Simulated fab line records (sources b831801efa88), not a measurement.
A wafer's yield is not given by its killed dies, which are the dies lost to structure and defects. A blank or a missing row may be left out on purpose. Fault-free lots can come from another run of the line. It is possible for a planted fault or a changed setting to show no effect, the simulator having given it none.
fab line records | flow gf180mcu
record: lots: 5 wafers: 15 last_day: 32
route steps=602 shown MIM@514 M5@526 V5@540
lots with no fault: from the same line, run without faults
start_h: the number of hours between the record's first day and the start of the first shown wafer of the lot | wait_h: time in hours since the lot's previous step | " as in the row above | L1.1+2: a single row standing in for several wafers | - value missing, or start not given | * or withheld: withheld | < > ~ a bound
route shown NAME@n: NAME is a module with steps in the file, n the number in the route of the first one | usual: average and standard deviation across the fault-free wafers | same: alike in all rows | chamber/n: place in a boat | sites: each site's reading | _std_site: standard deviation of those values | _edge_site: outer sites' mean less inner sites' | radius_mm: how far each site lies from the wafer's centre | mask NAME#n: copy n | behind: tool/chamber where the wafer was last shaped | hold: why the lot went on hold/how many hours it stayed there/how the hold came to an end | device: whichever transistor did not switch (one of n, p or np) | end of line: the same wafers' tests at the end of the route | step lacking rows: just its recipe | killed: dies that structure and defects cost at the first sort, which is not the same as the wafer's yield | map: the dies of a wafer, with x for killed, . for not killed, _ for no die there
set.NAME: setting as actually run; set.NAME@STEP: the setting as run at that earlier step | model.NAME: the simulator's own value behind a step, which no gauge read
lots at selected steps of the route; one table per step, one row per wafer
services: a tool's chamber out of use, with start hour (start_h, from the record's first day; less than 0 if before it), hours out, and reason
== steps ==
step: GF_MIM_THK_MEAS_11
recipe: thk_meas_gauge: xrf reads: AlCu_of_MIM_SPUTTER_08
usual: MIM_ALCU_THK: 201.2/2.5
columns lot.wafer tool chamber start_h wait_h MIM_ALCU_THK[nm]
L074.4 film_metro-03 - 546.13 0.1 200.5
L074.5 " - " " 200.3
L074.6 " - " " 198.9
L075.2 film_metro-03 - 554.84 0.1 201.3
L075.3 " - " " 195.6
L075.4 " - " " 203.1
L084.1 film_metro-02 - 628.93 0.1 200.5
L084.5 " - " " 194.8
L084.6 " - " " 198.0
L085.1 film_metro-01 - 636.06 0.1 201.3
L085.4 " - " " 199.2
L085.6 " - " " 203.0
L087.3 film_metro-02 - 661.98 0.1 202.4
L087.4 " - " " 200.7
L087.5 " - " " 202.1
step: GF_MIM_DEHYDRATE_12
recipe: temp_c: 200 time_s: 60
same: time_s: 60
columns lot.wafer tool chamber start_h wait_h
L074.4+5+6 litho_track-01 0 557.26 11.1
L075.2+3+4 litho_track-01 0 564.36 9.5
L084.1+5+6 litho_track-01 0 638.04 9.1
L085.1+4+6 litho_track-03 0 646.69 10.6
L087.3+4+5 litho_track-01 0 670.39 8.4
step: GF_MIM_HMDS_13
recipe: prime_time_s: 60 prime_temp_c: 120
same: prime_time_s: 60
columns lot.wafer tool chamber start_h wait_h
L074.4+5+6 litho_track-01 0 557.41 0.1
L075.2+3+4 litho_track-01 0 564.51 0.1
L084.1+5+6 litho_track-01 0 638.19 0.1
L085.1+4+6 litho_track-03 0 646.84 0.1
L087.3+4+5 litho_track-01 0 670.54 0.1
step: GF_MIM_COAT_14
recipe: resist: NOVOLAK spin_rpm: 3000 resist_thk_nm: 1000
usual: spin_speed_rpm: 3000.3/2
columns lot.wafer tool chamber start_h wait_h spin_speed_rpm
L074.4 litho_track-01 0 557.56 0.1 3000.4
L074.5 " 0 " " 3002.7
L074.6 " 0 " " 3000.2
L075.2 litho_track-01 0 564.66 0.1 2998.0
L075.3 " 0 " " 3000.2
L075.4 " 0 " " 2999.2
L084.1 litho_track-01 0 638.34 0.1 2997.2
L084.5 " 0 " " 3000.3
L084.6 " 0 " " 3000.4
L085.1 litho_track-03 0 646.99 0.1 2997.8
L085.4 " 0 " " 3000.7
L085.6 " 0 " " 3000.7
L087.3 litho_track-01 0 670.69 0.1 3003.1
L087.4 " 0 " " 2999.4
L087.5 " 0 " " 3002.5
step: GF_MIM_SOFTBAKE_15
recipe: temp_c: 90 time_s: 60 resist: NOVOLAK
same: time_s: 60
columns lot.wafer tool chamber start_h wait_h
L074.4+5+6 litho_track-01 0 557.71 0.1
L075.2+3+4 litho_track-01 0 564.81 0.1
L084.1+5+6 litho_track-01 0 638.49 0.1
L085.1+4+6 litho_track-03 0 647.14 0.1
L087.3+4+5 litho_track-01 0 670.84 0.1
step: GF_MIM_EXPOSE_16
recipe: mask_id: FuseTop target_cd_nm: 2000 na: 0.6 source_shape: conventional sigma_outer: 0.6 dose_mj: 140
columns lot.wafer tool chamber start_h wait_h mask
L074.4+5+6 iline_stepper-01 0 - - FuseTop#0
L075.2+3+4 iline_stepper-01 0 - - FuseTop#0
L084.1+5+6 iline_stepper-01 0 - - FuseTop#0
L085.1+4+6 iline_stepper-02 0 - - FuseTop#0
L087.3+4+5 iline_stepper-02 0 - - FuseTop#0
step: GF_MIM_PEB_17
recipe: temp_c: withheld time_s: * resist: NOVOLAK
same: time_s: *
columns lot.wafer tool chamber start_h wait_h
L074.4+5+6 litho_track-02 0 - -
L075.2+3+4 litho_track-01 0 - -
L084.1+5+6 litho_track-03 0 - -
L085.1+4+6 litho_track-01 0 - -
L087.3+4+5 litho_track-02 0 - -
step: GF_MIM_DEVELOP_18
recipe: develop_time_s: 60 dev_temp_c: 23
columns lot.wafer tool chamber start_h wait_h
L074.4+5+6 litho_track-02 0 568.53 0.1
L075.2+3+4 litho_track-01 0 576.41 0.1
L084.1+5+6 litho_track-03 0 649.04 0.1
L085.1+4+6 litho_track-01 0 656.29 0.1
L087.3+4+5 litho_track-02 0 679.45 0.1
step: GF_MIM_METAL_ETCH_19
recipe: chemistry: Cl2/BCl3 mask_material: NOVOLAK stop_on: Si3N4 target_depth_nm: 324.5 pressure_mtorr: 8 icp_w: 800 bias_w: 140 Cl2_flow_sccm: 80 bcl3_flow_sccm: 40 time_s: 54.1
usual: drypump_motor_current_A: 6.01/0.25 he_backside_leak_sccm: 3.36/0.19 oes_product_au: 0.940/0.0063 throttle_valve_pct: 28.285/0.01
same: time_s: 54.1
columns lot.wafer tool chamber start_h wait_h drypump_motor_current_A he_backside_leak_sccm oes_product_au rf_hours_counter_h throttle_valve_pct
L074.4 rie_metal-02 0 568.63 0.1 5.74 3.33 0.937 - 28.292
L074.5 " 1 " " 5.83 3.32 0.930 - 28.287
L074.6 " 0 " " 5.77 3.12 0.943 - 28.292
L075.2 rie_metal-03 1 576.54 0.1 5.81 3.41 0.954 11 28.264
L075.3 " 1 " " 5.82 3.44 0.950 - 28.298
L075.4 " 0 " " 6.00 3.39 0.945 - 28.278
L084.1 rie_metal-02 1 649.19 0.1 5.79 3.63 0.934 10 28.283
L084.5 " 0 " " 5.74 3.50 0.922 - 28.308
L084.6 " 1 " " 5.85 3.28 0.931 - 28.280
L085.1 rie_metal-04 0 656.44 0.1 6.34 3.43 0.937 7 28.276
L085.4 " 0 " " 6.34 4.52 0.937 - 28.289
L085.6 " 1 " " 6.34 3.31 0.946 - 28.289
L087.3 rie_metal-02 0 679.58 0.1 5.75 3.48 0.943 - 28.280
L087.4 " 1 " " 5.84 3.55 0.939 - 28.291
L087.5 " 0 " " 5.77 3.32 0.932 - 28.278
step: GF_MIM_STRIP_20
recipe: chemistry: O2/N2 power_w: 1400 pressure_mtorr: 1500 platen_temp_c: 250 o2_flow_sccm: 3000 n2_flow_sccm: 300 overash_fraction: 0.5
usual: drypump_motor_current_A: 5.8/0.34 heater_power_w: 323/16 oes_product_au: 0.691/0.005 strip_time_to_endpoint_s: 11.21/0.042
columns lot.wafer tool chamber start_h wait_h drypump_motor_current_A heater_power_w oes_product_au rf_hours_counter_h strip_time_to_endpoint_s
L074.4 plasma_asher-04 0 568.71 0.1 5.8 337 0.691 - 11.25
L074.5 " 0 " " 5.8 334 0.695 - 11.24
L074.6 " 1 " " 5.5 323 0.680 - 11.22
L075.2 plasma_asher-03 1 576.61 0.0 5.5 330 0.687 77 11.22
L075.3 " 0 " " 6.2 303 0.693 - 11.20
L075.4 " 1 " " 5.4 324 0.686 - 11.18
L084.1 plasma_asher-04 0 649.26 0.0 5.8 333 0.692 58 11.26
L084.5 " 1 " " 5.5 317 0.690 - 11.30
L084.6 " 0 " " 5.8 334 0.691 - 11.24
L085.1 plasma_asher-04 0 656.51 0.0 5.8 335 0.694 59 11.26
L085.4 " 1 " " 5.5 312 0.688 - 11.26
L085.6 " 1 " " 5.5 311 0.689 - 11.28
L087.3 plasma_asher-03 0 679.66 0.1 6.2 293 0.692 - 11.24
L087.4 " 1 " " 5.5 326 0.697 - 11.17
L087.5 " 0 " " 6.2 306 0.689 - 11.26
step: GF_MIM_STRIP_21
recipe: chemistry: post_etch_residue_remover time_s: 1200 temp_c: 72.5
usual: bath_guard_temp_C: 72.4/0.41
same: time_s: 1200
columns lot.wafer tool chamber start_h wait_h bath_guard_temp_C
L074.4 wet_bench-03 1 568.77 0.0 72.0
L074.5 " 1 " " 72.4
L074.6 " 1 " " 71.8
L075.2 wet_bench-02 1 576.71 0.1 72.3
L075.3 " 1 " " 72.5
L075.4 " 1 " " 72.4
L084.1 wet_bench-03 3 649.36 0.1 72.4
L084.5 " 3 " " 72.5
L084.6 " 3 " " 72.5
L085.1 wet_bench-04 2 656.61 0.1 72.7
L085.4 " 2 " " 72.6
L085.6 " 2 " " 72.8
L087.3 wet_bench-03 1 679.72 0.0 71.8
L087.4 " 1 " " 72.2
L087.5 " 1 " " 72.0
step: GF_MIM_CLEAN_22
recipe: chemistry: DIW dry: n2_spin
columns lot.wafer tool chamber start_h wait_h
L074.4+5+6 wet_bench-04 3 569.12 0.0
L075.2+3+4 wet_bench-03 1 577.05 0.0
L084.1+5+6 wet_bench-02 1 649.70 0.0
L085.1+4+6 wet_bench-03 0 656.95 0.0
L087.3+4+5 wet_bench-02 3 680.10 0.0
step: GF_M5_DEHYDRATE_00
recipe: temp_c: 200 time_s: 60
same: time_s: 60
columns lot.wafer tool chamber start_h wait_h
L074.4+5+6 litho_track-01 0 580.36 11.1
L075.2+3+4 litho_track-04 0 587.04 9.9
L084.1+5+6 litho_track-01 0 658.89 9.1
L085.1+4+6 litho_track-04 0 666.17 9.1
L087.3+4+5 litho_track-02 0 689.90 9.7
step: GF_M5_HMDS_01
recipe: prime_time_s: 60 prime_temp_c: 120
same: prime_time_s: 60
columns lot.wafer tool chamber start_h wait_h
L074.4+5+6 litho_track-01 0 580.51 0.1
L075.2+3+4 litho_track-04 0 587.19 0.1
L084.1+5+6 litho_track-01 0 659.04 0.1
L085.1+4+6 litho_track-04 0 666.32 0.1
L087.3+4+5 litho_track-02 0 690.05 0.1
step: GF_M5_COAT_02
recipe: resist: KrF spin_rpm: withheld resist_thk_nm: 1000
columns lot.wafer tool chamber start_h wait_h
L074.4+5+6 litho_track-01 0 580.66 0.1
L075.2+3+4 litho_track-04 0 587.34 0.1
L084.1+5+6 litho_track-01 0 659.19 0.1
L085.1+4+6 litho_track-04 0 666.47 0.1
L087.3+4+5 litho_track-02 0 690.20 0.1
step: GF_M5_SOFTBAKE_03
recipe: temp_c: 130 time_s: 60 resist: KrF
same: time_s: 60
columns lot.wafer tool chamber start_h wait_h
L074.4+5+6 litho_track-01 0 580.81 0.1
L075.2+3+4 litho_track-04 0 587.49 0.1
L084.1+5+6 litho_track-01 0 659.34 0.1
L085.1+4+6 litho_track-04 0 666.62 0.1
L087.3+4+5 litho_track-02 0 690.35 0.1
step: GF_M5_EXPOSE_04
recipe: mask_id: Metal5 target_cd_nm: 280 na: 0.68 source_shape: conventional sigma_outer: 0.6 dose_mj: 28
columns lot.wafer tool chamber start_h wait_h mask
L074.4+5+6 krf_scanner-01 0 - - Metal5#0
L075.2+3+4 krf_scanner-01 0 - - Metal5#0
L084.1+5+6 krf_scanner-02 0 - - Metal5#0
L085.1+4+6 krf_scanner-01 0 - - Metal5#0
L087.3+4+5 krf_scanner-02 0 - - Metal5#0
step: GF_M5_PEB_05
recipe: peb_temp_c: 135 peb_time_s: 90 resist: KrF
columns lot.wafer tool chamber start_h wait_h
L074.4+5+6 litho_track-04 0 - -
L075.2+3+4 litho_track-04 0 - -
L084.1+5+6 litho_track-04 0 - -
L085.1+4+6 litho_track-04 0 - -
L087.3+4+5 litho_track-04 0 - -
step: GF_M5_DEVELOP_06
recipe: develop_time_s: 60 dev_temp_c: 21
columns lot.wafer tool chamber start_h wait_h
L074.4+5+6 litho_track-04 0 591.09 0.1
L075.2+3+4 litho_track-04 0 598.84 0.2
L084.1+5+6 litho_track-04 0 669.12 0.2
L085.1+4+6 litho_track-04 0 674.47 0.2
L087.3+4+5 litho_track-04 0 698.67 0.1
step: GF_M5_CD_MEAS_07
recipe: target_cd_nm: 280
usual: cd_nm: 279.9/1.1
columns lot.wafer tool chamber start_h wait_h cd_nm
L074.4 cd_sem-02 - 591.23 0.1 277.3
L074.5 " - " " 278.7
L074.6 " - " " 278.6
L075.2 cd_sem-01 - 598.99 0.1 279.5
L075.3 " - " " 278.9
L075.4 " - " " 279.8
L084.1 cd_sem-02 - 669.27 0.1 281.7
L084.5 " - " " 282.4
L084.6 " - " " 281.9
L085.1 cd_sem-01 - 674.62 0.1 279.5
L085.4 " - " " 279.6
L085.6 " - " " 278.9
L087.3 cd_sem-01 - 698.81 0.1 279.3
L087.4 " - " " 278.5
L087.5 " - " " 280.0
step: GF_M5_OVL_MEAS_08
usual: M5_OVL: 0/4.8
columns lot.wafer tool chamber start_h wait_h M5_OVL[nm]
L074.4 overlay-01 - 591.31 0.1 9
L074.5 " - " " 7
L074.6 " - " " 1
L075.2 overlay-01 - 599.09 0.1 -1
L075.3 " - " " -2
L075.4 " - " " 3
L084.1 overlay-02 - 669.39 0.1 -8
L084.5 " - " " -9
L084.6 " - " " -5
L085.1 overlay-02 - 674.74 0.1 0
L085.4 " - " " 0
L085.6 " - " " -3
L087.3 overlay-01 - 698.90 0.1 -1
L087.4 " - " " -6
L087.5 " - " " 2
step: GF_M5_ETCH_09
recipe: chemistry: CF4/O2 target: Si3N4 target_depth_nm: 52 source_w: 800 bias_w: 150 pressure_mtorr: 150 cf4_flow_sccm: 80 O2_flow_sccm: 10 time_s: 11.6
usual: O2_flow_sccm: 10.00/0.03 drypump_motor_current_A: 5.6/0.5 oes_product_au: 0.998/0.0094 throttle_valve_pct: 5.969/0.0091
same: time_s: 11.6
columns lot.wafer tool chamber start_h wait_h O2_flow_sccm drypump_motor_current_A oes_product_au rf_hours_counter_h throttle_valve_pct
L074.4 rie_diel-03 2 591.32 0.0 10.03 6.0 1.003 25 5.956
L074.5 " 0 " " 10.06 6.4 0.998 - 5.959
L074.6 " 3 " " 9.98 5.8 1.017 - 5.965
L075.2 rie_diel-03 1 599.12 0.0 9.98 5.2 1.009 1 5.954
L075.3 " 0 " " 10.01 6.4 1.007 5 5.973
L075.4 " 2 " " 10.03 6.0 0.988 25 5.971
L084.1 rie_diel-04 2 669.42 0.0 10.00 5.3 0.997 4 5.971
L084.5 " 0 " " 10.01 6.4 0.994 - 5.970
L084.6 " 1 " " 10.00 5.1 0.997 - 5.974
L085.1 rie_diel-04 1 674.78 0.0 9.97 5.0 0.997 19 5.967
L085.4 " 1 " " 9.95 5.1 1.007 - 5.972
L085.6 " 2 " " 10.00 5.2 1.001 - 5.977
L087.3 rie_diel-03 0 698.92 0.0 9.96 6.4 1.006 8 5.984
L087.4 " 3 " " 10.03 5.8 1.019 12 5.967
L087.5 " 3 " " 10.04 5.8 1.011 - 5.991
step: GF_M5_METAL_ETCH_10
recipe: chemistry: Cl2/BCl3 mask_material: KrF target_depth_nm: 750.8 stop_on: SiO2 pressure_mtorr: 8 icp_w: 800 bias_w: 140 Cl2_flow_sccm: 80 bcl3_flow_sccm: 40 time_s: 125.1
usual: drypump_motor_current_A: 5.84/0.14 he_backside_leak_sccm: 3.43/0.22 oes_product_au: 0.991/0.0059 throttle_valve_pct: 28.229/0.011
same: time_s: 125.1
columns lot.wafer tool chamber start_h wait_h drypump_motor_current_A he_backside_leak_sccm oes_product_au rf_hours_counter_h throttle_valve_pct
L074.4 rie_metal-01 0 591.39 0.1 5.94 3.39 0.990 - 28.219
L074.5 " 0 " " 5.94 3.41 0.992 - 28.232
L074.6 " 1 " " 5.58 3.33 1.001 - 28.215
L075.2 rie_metal-01 1 599.15 0.0 5.59 3.29 0.994 14 28.217
L075.3 " 0 " " 5.94 3.53 0.993 - 28.229
L075.4 " 1 " " 5.58 3.20 0.994 - 28.228
L084.1 rie_metal-02 0 669.45 0.0 5.77 3.02 0.991 11 28.252
L084.5 " 1 " " 5.81 3.40 0.992 - 28.224
L084.6 " 0 " " 5.75 3.17 0.982 - 28.239
L085.1 rie_metal-02 1 674.80 0.0 5.80 3.37 0.985 11 28.232
L085.4 " 0 " " 5.76 3.40 0.991 - 28.248
L085.6 " 0 " " 5.77 3.33 0.976 - 28.248
L087.3 rie_metal-03 1 698.99 0.1 5.77 3.18 0.990 - 28.244
L087.4 " 0 " " 6.02 3.27 1.002 - 28.218
L087.5 " 1 " " 5.78 3.64 0.985 - 28.248
step: GF_M5_STRIP_11
recipe: chemistry: O2/N2 power_w: 1400 pressure_mtorr: 1500 platen_temp_c: 250 o2_flow_sccm: 3000 n2_flow_sccm: 300 overash_fraction: 0.5
usual: drypump_motor_current_A: 5.8/0.33 heater_power_w: 331/27 oes_product_au: 0.523/0.0046 strip_time_to_endpoint_s: 7.04/0.053
columns lot.wafer tool chamber start_h wait_h drypump_motor_current_A heater_power_w oes_product_au rf_hours_counter_h strip_time_to_endpoint_s
L074.4 plasma_asher-02 0 591.51 0.1 6.2 337 0.521 - 7.03
L074.5 " 1 " " 5.5 340 0.528 - 7.03
L074.6 " 0 " " 6.2 342 0.524 - 7.00
L075.2 plasma_asher-02 0 599.28 0.1 6.2 338 0.528 17 7.00
L075.3 " 0 " " 6.2 339 0.529 - 7.00
L075.4 " 1 " " 5.5 337 0.519 - 7.06
L084.1 plasma_asher-03 0 669.58 0.1 6.2 305 0.524 86 7.06
L084.5 " 1 " " 5.5 328 0.524 - 7.09
L084.6 " 0 " " 6.2 309 0.520 - 7.11
L085.1 plasma_asher-02 0 674.93 0.1 6.2 338 0.525 26 7.13
L085.4 " 1 " " 5.5 339 0.528 - 7.17
L085.6 " 1 " " 5.5 349 0.532 - 7.13
L087.3 plasma_asher-02 0 699.11 0.1 6.2 329 0.519 - 7.09
L087.4 " 1 " " 5.5 351 0.522 - 6.93
L087.5 " 1 " " 5.5 337 0.524 - 7.09
step: GF_M5_STRIP_12
recipe: chemistry: post_etch_residue_remover time_s: 1200 temp_c: 72.5
usual: bath_guard_temp_C: 72.7/0.59
same: time_s: 1200
columns lot.wafer tool chamber start_h wait_h bath_guard_temp_C
L074.4 wet_bench-02 3 591.58 0.0 72.5
L074.5 " 3 " " 72.2
L074.6 " 3 " " 72.3
L075.2 wet_bench-01 1 599.38 0.1 73.6
L075.3 " 1 " " 73.2
L075.4 " 1 " " 73.5
L084.1 wet_bench-02 3 669.68 0.1 72.1
L084.5 " 3 " " 72.7
L084.6 " 3 " " 72.5
L085.1 wet_bench-03 1 675.03 0.1 72.3
L085.4 " 1 " " 72.2
L085.6 " 1 " " 72.0
L087.3 wet_bench-02 3 699.18 0.0 72.3
L087.4 " 3 " " 72.2
L087.5 " 3 " " 72.3
step: GF_M5_CLEAN_13
recipe: chemistry: DIW dry: n2_spin
columns lot.wafer tool chamber start_h wait_h
L074.4+5+6 wet_bench-01 0 592.26 0.0
L075.2+3+4 wet_bench-03 1 599.75 0.0
L084.1+5+6 wet_bench-03 1 670.42 0.0
L085.1+4+6 wet_bench-01 3 675.40 0.0
L087.3+4+5 wet_bench-01 3 699.55 0.0
step: GF_V5_CVD_00
recipe: material: SiO2 target_thk_nm: 300 sigma_open_frac: 0.3 temp_c: 400 time_s: 50 sih4_flow_sccm: 60 pressure_mtorr: 6
usual: pressure_mtorr: 6.000/0.012
same: time_s: 50
columns lot.wafer tool chamber start_h wait_h pressure_mtorr
L074.4 hdpcvd-01 2 592.37 0.0 5.991
L074.5 " 0 " " 6.017
L074.6 " 1 " " 6.006
L075.2 hdpcvd-01 0 599.86 0.0 5.992
L075.3 " 1 " " 6.001
L075.4 " 1 " " 5.991
L084.1 hdpcvd-01 1 670.52 0.0 5.972
L084.5 " 2 " " 6.004
L084.6 " 0 " " 6.004
L085.1 hdpcvd-01 0 675.50 0.0 6.001
L085.4 " 0 " " 5.987
L085.6 " 1 " " 6.001
L087.3 hdpcvd-01 2 699.64 0.0 6.003
L087.4 " 2 " " 6.008
L087.5 " 0 " " 5.995
step: GF_V5_THK_MEAS_01
recipe: reads: SiO2_of_V5_CVD_00
usual: V5_CVD_00_THK: 300/3.2
columns lot.wafer tool chamber start_h wait_h V5_CVD_00_THK[nm]
L074.4 film_metro-01 - 592.43 0.0 297
L074.5 " - " " 302
L074.6 " - " " 298
L075.2 film_metro-04 - 599.91 0.0 305
L075.3 " - " " 305
L075.4 " - " " 306
L084.1 film_metro-01 - 670.57 0.0 300
L084.5 " - " " 301
L084.6 " - " " 302
L085.1 film_metro-01 - 675.54 0.0 300
L085.4 " - " " 297
L085.6 " - " " 298
L087.3 film_metro-01 - 699.70 0.0 300
L087.4 " - " " 299
L087.5 " - " " 301
step: GF_V5_CVD_02
recipe: material: SiO2 target_thk_nm: 1450 precursor: TEOS temp_c: 400 time_s: 163.28 rf_w: 600
usual: heater_power_w: 708/120
same: time_s: 163.28
columns lot.wafer tool chamber start_h wait_h heater_power_w
L074.4 pecvd-02 0 592.51 0.1 915
L074.5 " 2 " " 692
L074.6 " 1 " " 880
L075.2 pecvd-03 0 599.96 0.0 730
L075.3 " 1 " " 673
L075.4 " 0 " " 806
L084.1 pecvd-04 0 670.63 0.1 533
L084.5 " 0 " " 586
L084.6 " 2 " " 811
L085.1 pecvd-02 0 675.60 0.1 753
L085.4 " 1 " " 738
L085.6 " 0 " " 910
L087.3 pecvd-02 1 699.74 0.0 822
L087.4 " 0 " " 967
L087.5 " 1 " " 885
step: GF_V5_THK_MEAS_03
recipe: reads: SiO2_of_V5_CVD_02
usual: V5_CVD_02_THK: 1452/18
columns lot.wafer tool chamber start_h wait_h V5_CVD_02_THK[nm]
L074.4 film_metro-04 - 592.59 0.0 1467
L074.5 " - " " 1487
L074.6 " - " " 1456
L075.2 film_metro-04 - 600.08 0.1 1433
L075.3 " - " " 1439
L075.4 " - " " 1453
L084.1 film_metro-03 - 670.73 0.1 1464
L084.5 " - " " 1492
L084.6 " - " " 1470
L085.1 film_metro-01 - 675.71 0.1 1435
L085.4 " - " " 1453
L085.6 " - " " 1458
L087.3 film_metro-01 - 699.87 0.1 1438
L087.4 " - " " 1437
L087.5 " - " " 1446
step: GF_V5_CMP_04
recipe: material: SiO2 down_force_psi: 4 platen_rpm: 60 pad_velocity_m_s: 0.94248
usual: edge_zone_pressure_frac: 1.000/0.0047 motor_current_A: 12.4/0.63
columns lot.wafer tool chamber start_h wait_h edge_zone_pressure_frac motor_current_A
L074.4 cmp-02 2 592.72 0.1 0.999 12.8
L074.5 " 0 " " 1.001 13.3
L074.6 " 1 " " 0.994 12.8
L075.3 cmp-02 1 600.58 0.5 1.006 12.7
L075.2 " 2 " " 0.998 12.5
L075.4 " 3 " " 1.002 11.9
L084.1 cmp-02 2 670.84 0.1 0.990 11.9
L084.6 " 1 " " 0.993 12.8
L084.5 " 2 " " 0.998 12.3
L085.4 cmp-02 3 676.05 0.3 1.001 12.1
L085.1 " 0 " " 1.004 13.9
L085.6 " 2 " " 1.003 11.8
L087.4 cmp-02 3 699.97 0.1 0.999 12.2
L087.3 " 0 " " 1.003 13.1
L087.5 " 3 " " 0.998 11.8
step: GF_V5_BOW_MEAS_05
recipe: mode: bow
usual: V5_BOW: 132/11
columns lot.wafer tool chamber start_h wait_h V5_BOW[um]
L074.4 film_metro-04 - 592.98 0.2 154
L074.5 " - " " 145
L074.6 " - " " 138
L075.2 film_metro-04 - 600.90 0.2 125
L075.3 " - " " 129
L075.4 " - " " 128
L084.1 film_metro-01 - 671.09 0.2 131
L084.5 " - " " 125
L084.6 " - " " 121
L085.1 film_metro-04 - 676.25 0.1 128
L085.4 " - " " 103
L085.6 " - " " 115
L087.3 film_metro-03 - 700.27 0.2 128
L087.4 " - " " 127
L087.5 " - " " 128
step: GF_V5_DEHYDRATE_06
recipe: temp_c: 200 time_s: 60
same: time_s: 60
columns lot.wafer tool chamber start_h wait_h
L074.4+5+6 litho_track-04 0 603.79 10.8
L075.2+3+4 litho_track-03 0 610.51 9.6
L084.1+5+6 litho_track-03 0 679.59 8.5
L085.1+4+6 litho_track-01 0 685.69 9.4
L087.3+4+5 litho_track-04 0 709.02 8.7
step: GF_V5_HMDS_07
recipe: prime_time_s: 60 prime_temp_c: 120
same: prime_time_s: 60
columns lot.wafer tool chamber start_h wait_h
L074.4+5+6 litho_track-04 0 603.94 0.1
L075.2+3+4 litho_track-03 0 610.66 0.1
L084.1+5+6 litho_track-03 0 679.74 0.1
L085.1+4+6 litho_track-01 0 685.84 0.1
L087.3+4+5 litho_track-04 0 709.17 0.1
step: GF_V5_COAT_08
recipe: resist: BARC temp_c: withheld time_s: withheld spin_rpm: withheld resist_thk_nm: withheld
columns lot.wafer tool chamber start_h wait_h
L074.4+5+6 litho_track-04 0 604.09 0.1
L075.2+3+4 litho_track-03 0 610.81 0.1
L084.1+5+6 litho_track-03 0 679.89 0.1
L085.1+4+6 litho_track-01 0 685.99 0.1
L087.3+4+5 litho_track-04 0 709.32 0.1
step: GF_V5_COAT_09
recipe: resist: KrF spin_rpm: withheld resist_thk_nm: 1000
columns lot.wafer tool chamber start_h wait_h
L074.4+5+6 litho_track-04 0 - -
L075.2+3+4 litho_track-03 0 - -
L084.1+5+6 litho_track-03 0 - -
L085.1+4+6 litho_track-01 0 - -
L087.3+4+5 litho_track-04 0 - -
step: GF_V5_SOFTBAKE_10
recipe: temp_c: 130 time_s: 60 resist: KrF
same: time_s: 60
columns lot.wafer tool chamber start_h wait_h
L074.4+5+6 litho_track-04 0 - -
L075.2+3+4 litho_track-03 0 - -
L084.1+5+6 litho_track-03 0 - -
L085.1+4+6 litho_track-01 0 - -
L087.3+4+5 litho_track-04 0 - -
step: GF_V5_EXPOSE_11
recipe: mask_id: Via5 target_cd_nm: 260 na: 0.68 source_shape: conventional sigma_outer: 0.6 dose_mj: 38
columns lot.wafer tool chamber start_h wait_h mask
L074.4+5+6 krf_scanner-02 0 - - Via5#0
L075.2+3+4 krf_scanner-02 0 - - Via5#0
L084.1+5+6 krf_scanner-01 0 - - Via5#0
L085.1+4+6 krf_scanner-02 0 - - Via5#0
L087.3+4+5 krf_scanner-02 0 - - Via5#0
step: GF_V5_PEB_12
recipe: peb_temp_c: 135 peb_time_s: 92.74 resist: KrF
usual: plate_sensor_t_centre_C: 136.13/0.0093 plate_sensor_t_edge_C: 136.29/0.01
columns lot.wafer tool chamber start_h wait_h plate_sensor_t_centre_C plate_sensor_t_edge_C
L074.4 litho_track-03 0 - - 136.12 136.3
L074.5 " 0 " " 136.13 136.3
L074.6 " 0 " " 136.13 136.29
L075.2 litho_track-04 0 - - 136.15 136.3
L075.3 " 0 " " 136.13 136.3
L075.4 " 0 " " 136.13 136.29
L084.1 litho_track-04 0 - - 136.13 136.31
L084.5 " 0 " " 136.15 136.29
L084.6 " 0 " " 136.12 136.28
L085.1 litho_track-01 0 - - 136.12 136.29
L085.4 " 0 " " 136.14 136.31
L085.6 " 0 " " 136.13 136.31
L087.3 litho_track-01 0 - - 136.13 136.3
L087.4 " 0 " " 136.13 136.3
L087.5 " 0 " " 136.15 136.29
step: GF_V5_DEVELOP_13
recipe: develop_time_s: 60 resist: KrF dev_temp_c: 21
columns lot.wafer tool chamber start_h wait_h
L074.4+5+6 litho_track-03 0 614.21 0.1
L075.2+3+4 litho_track-04 0 622.34 0.2
L084.1+5+6 litho_track-04 0 690.37 0.2
L085.1+4+6 litho_track-01 0 694.79 0.2
L087.3+4+5 litho_track-01 0 717.79 0.1
step: GF_V5_CD_MEAS_14
recipe: target_cd_nm: 260
usual: cd_nm: 260.0/1.1
columns lot.wafer tool chamber start_h wait_h cd_nm
L074.4 cd_sem-01 - 614.35 0.1 261.5
L074.5 " - " " 261.3
L074.6 " - " " 260.7
L075.2 cd_sem-01 - 622.49 0.1 260.2
L075.3 " - " " 260.3
L075.4 " - " " 260.0
L084.1 cd_sem-02 - 690.52 0.1 259.7
L084.5 " - " " 260.1
L084.6 " - " " 259.2
L085.1 cd_sem-01 - 694.94 0.1 259.0
L085.4 " - " " 259.7
L085.6 " - " " 258.1
L087.3 cd_sem-02 - 717.93 0.1 259.6
L087.4 " - " " 259.7
L087.5 " - " " 259.2
step: GF_V5_OVL_MEAS_15
usual: V5_OVL: -3/5.4
columns lot.wafer tool chamber start_h wait_h V5_OVL[nm]
L074.4 overlay-02 - 614.42 0.1 1
L074.5 " - " " -8
L074.6 " - " " -5
L075.2 overlay-02 - 622.59 0.1 -6
L075.3 " - " " -1
L075.4 " - " " -3
L084.1 overlay-02 - 690.64 0.1 -8
L084.5 " - " " -5
L084.6 " - " " 0
L085.1 overlay-01 - 695.06 0.1 2
L085.4 " - " " 3
L085.6 " - " " 3
L087.3 overlay-02 - 718.02 0.1 2
L087.4 " - " " 10
L087.5 " - " " 6
== services ==
columns tool chamber start_h hours kind
hdpcvd-01 2 537.59 2.7 repair
hdpcvd-01 - 539.25 15.0 pm
cmp-02 - 552.60 0.4 repair
krf_scanner-01 - 555.26 0.8 pm
krf_scanner-02 - 563.13 0.8 pm
iline_stepper-01 - 573.22 2.3 repair
krf_scanner-02 - 576.76 6.8 repair
hdpcvd-01 - 580.80 4.3 pm
wet_bench-01 - 586.49 1.9 pm
krf_scanner-02 - 592.94 3.6 pm
hdpcvd-01 - 593.96 5.5 pm
rie_metal-02 0 596.56 4.7 repair
krf_scanner-02 - 612.40 1.0 pm
krf_scanner-01 - 633.33 3.6 pm
cmp-02 - 637.07 0.6 repair
krf_scanner-01 - 637.08 1.0 pm
krf_scanner-02 - 638.08 1.3 pm
cmp-02 - 646.22 5.3 repair
krf_scanner-01 - 650.19 0.7 repair
krf_scanner-01 - 669.39 1.3 pm
krf_scanner-02 - 675.00 0.5 repair
hdpcvd-01 0 684.78 14.1 repair
krf_scanner-01 - 704.01 4.0 pm
krf_scanner-01 - 716.35 0.2 repair
== key ==
fault none
